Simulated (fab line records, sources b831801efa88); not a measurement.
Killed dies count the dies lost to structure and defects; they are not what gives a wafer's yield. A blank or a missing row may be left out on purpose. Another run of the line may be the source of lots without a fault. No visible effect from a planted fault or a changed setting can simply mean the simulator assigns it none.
Chamber matching    flow sky130    4 sister chambers for SKY_POLY_GATE_ETCH_16 on rie-diel-04
The step etches Si3N4 in CH3F/O2, stops on poly-Si, time 147.5 s, target depth 75 nm. 22 wafers are shown with their chamber, then 11 later ones without.

## WAFERS PAIRED WITH THEIR CHAMBERS
wafer   chamber  drypump-motor-current-A (A)  throttle-valve-pct (%)  oes-product-au (a.u.)
L076.2  3        5.9                          10.542                  0.646
L076.3  1        5.1                          10.526                  0.648
L076.4  1        5.1                          10.539                  0.649
L077.2  0        5.7                          10.515                  0.637
L077.4  3        5.9                          10.535                  0.639
L077.6  1        5.0                          10.520                  0.644
L081.2  1        5.1                          10.522                  0.642
L081.4  1        5.1                          10.525                  0.642
L081.6  0        5.7                          10.546                  0.638
L082.1  3        5.9                          10.541                  0.646
L082.4  0        5.8                          10.546                  0.637
L082.6  3        5.9                          10.542                  0.639
L083.4  2        6.2                          10.521                  0.638
L083.5  1        5.1                          10.555                  0.637
L083.6  0        5.7                          10.527                  0.645
L085.2  2        6.3                          10.523                  0.639
L085.5  1        5.1                          10.541                  0.639
L085.6  0        5.7                          10.535                  0.634
L087.2  2        6.2                          10.540                  0.643
L087.4  0        5.7                          10.531                  0.641
L087.5  0        5.7                          10.532                  0.644
L089.2  1        5.1                          10.559                  0.645

SIGNATURES (averages over the wafers above)
reading                  chamber 0  chamber 1  chamber 2  chamber 3  scatter within a chamber
drypump-motor-current-A  5.714      5.087      6.233      5.900      0.0365
throttle-valve-pct       10.53314   10.53588   10.52800   10.54000   0.0119
oes-product-au           0.63943    0.64325    0.64000    0.64250    0.00395
Rule: a wafer's distance from a chamber is the root of the sum, over the readings, of the square of ((its reading less the chamber's mean) divided by the reading's scatter). The wafer belongs to the nearest chamber; if the next one is less than 2 further off, it can't be placed. How the scatter is found: for the shown wafers, subtract from each reading the mean of its chamber, square and add these, divide the total by (wafers less chambers), then take the root.

## WAFERS WHOSE CHAMBER IS MISSING
wafer   drypump-motor-current-A (A)  throttle-valve-pct (%)  oes-product-au (a.u.)
L089.3  5.7                          10.531                  0.641
L089.4  6.2                          10.533                  0.646
L090.1  5.7                          10.550                  0.643
L090.4  5.9                          10.534                  0.634
L090.6  5.9                          10.519                  0.633
L095.1  5.7                          10.537                  0.640
L095.2  5.9                          10.525                  0.643
L095.5  5.1                          10.543                  0.634
L097.2  5.1                          10.550                  0.641
L097.4  6.2                          10.535                  0.645
L097.6  6.2                          10.544                  0.642

## THE CHAMBER EACH PASSED THROUGH
wafer   from the rows above  in truth
L089.3  0                    0
L089.4  2                    2
L090.1  0                    0
L090.4  3                    3
L090.6  3                    3
L095.1  0                    0
L095.2  3                    3
L095.5  1                    1
L097.2  1                    1
L097.4  2                    2
L097.6  2                    2
Correct placement for 11 of the 11. Can't be placed from these rows: 0. 0 placed wrongly.
